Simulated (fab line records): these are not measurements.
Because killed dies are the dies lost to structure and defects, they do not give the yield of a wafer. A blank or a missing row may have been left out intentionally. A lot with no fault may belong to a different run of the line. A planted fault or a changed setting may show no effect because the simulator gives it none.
Problem report in the 8D (eight disciplines) form, filled by code    flow sky130    the parts of the form that need people (team, actions taken, sign-off) are left out

1. WHAT IS WRONG
Wafers without a fault read 398.2 W, standard deviation 1.2; rf fwd power W at SKY_POLY_GATE_ETCH_16 reads a mean of 462.8 W on 3 wafers belonging to 2 lots. Relative to the usual mean, that is a shift of +54 standard deviations.
The step: etches Si3N4 in CH3F/O2, stops on poly-Si, time 147.5 s, target depth 75 nm.
Earliest sighting: wafer L407.2 on rie diel-01 at day 20 10:52. The record has a number at this step for 42 wafers belonging to 14 lots. Rule for "out", or "out of limits": more than 4 standard deviations from the usual mean. All remaining wafers that have a number are taken as sound.

2. WHAT IT IS AND WHAT IT IS NOT
question                     is                      is not
which readings at this step  rf fwd power W          drypump motor current A, oes product au, throttle valve pct
which lots                   L407, L408              L399, L400, L401, L403, L405, L406, L409, L417, L418, L419, L420, L421
which wafers of those lots   L407.2, L407.6, L408.1  L407.3, L408.2, L408.4
read on which tools          rie diel-01             rie diel-02, rie diel-03
when                         from day 20 10:52       up to then (19 sound wafers); but 20 sound wafers of L408, L409, L417, L418, L419, L420, L421 came after

3. SUSPECTS, AND WHAT RULES EACH OUT
Counting: any tool at a process step up to the reading remains a suspect provided it ran every lot that is out. Sound lots after the first of them don't rule it out here, since some wafers of a struck lot are sound.
- rie diel-01 at SKY_POLY_GATE_ETCH_16 (etches Si3N4 in CH3F/O2, stops on poly-Si, time 147.5 s, target depth 75 nm): kept. It ran every lot that is out, first L407 (day 20 10:52); its last sound lot up to then is L406 (day 19 20:33). On those wafers its own readings are out: rf fwd power W.
- rie diel-01, SKY_POLY_GATE_ETCH_16: wafers that are out in chamber 1, sound lot-mates in chambers 0, 2, 3.
The count leaves rie diel-01 at SKY_POLY_GATE_ETCH_16.

4. THE CAUSE (what the simulator had put in)
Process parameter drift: rie diel-01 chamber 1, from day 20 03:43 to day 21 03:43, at SKY_POLY_GATE_ETCH_16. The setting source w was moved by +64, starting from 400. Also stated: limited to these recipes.
Only this tool survived the counting.

5. THE EFFECT CHAIN, in route order
Each row: a reading where the mean over the struck wafers with a number is more than 3 standard deviations away from the usual. Readings are gone through only where the record gives a usual standard deviation; hours: the median, over the lots, of the time from a lot's start at the first step in this table giving one to that lot's start at this step; sigmas: the change measured in usual standard deviations.
hours  step                    reading                   usual    on struck wafers  change  sigmas
0      SKY_POLY_GATE_ETCH_16   rf fwd power W            398.2 W  462.8             +64.6   +54
0      SKY_POLY_GATE_STRIP_18  strip time to endpoint s  3.177 s  3.086             -0.091  -3.1
It contains these process steps:
- SKY_POLY_GATE_ETCH_16: etches Si3N4 in CH3F/O2, stops on poly-Si, time 147.5 s, target depth 75 nm.
- SKY_POLY_GATE_STRIP_18: strips in O2/N2.

6. HOW IT WOULD HAVE BEEN CAUGHT EARLIER
First out-of-limits reading in this record: day 20 10:52, which is 7 hours after fault onset at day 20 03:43.
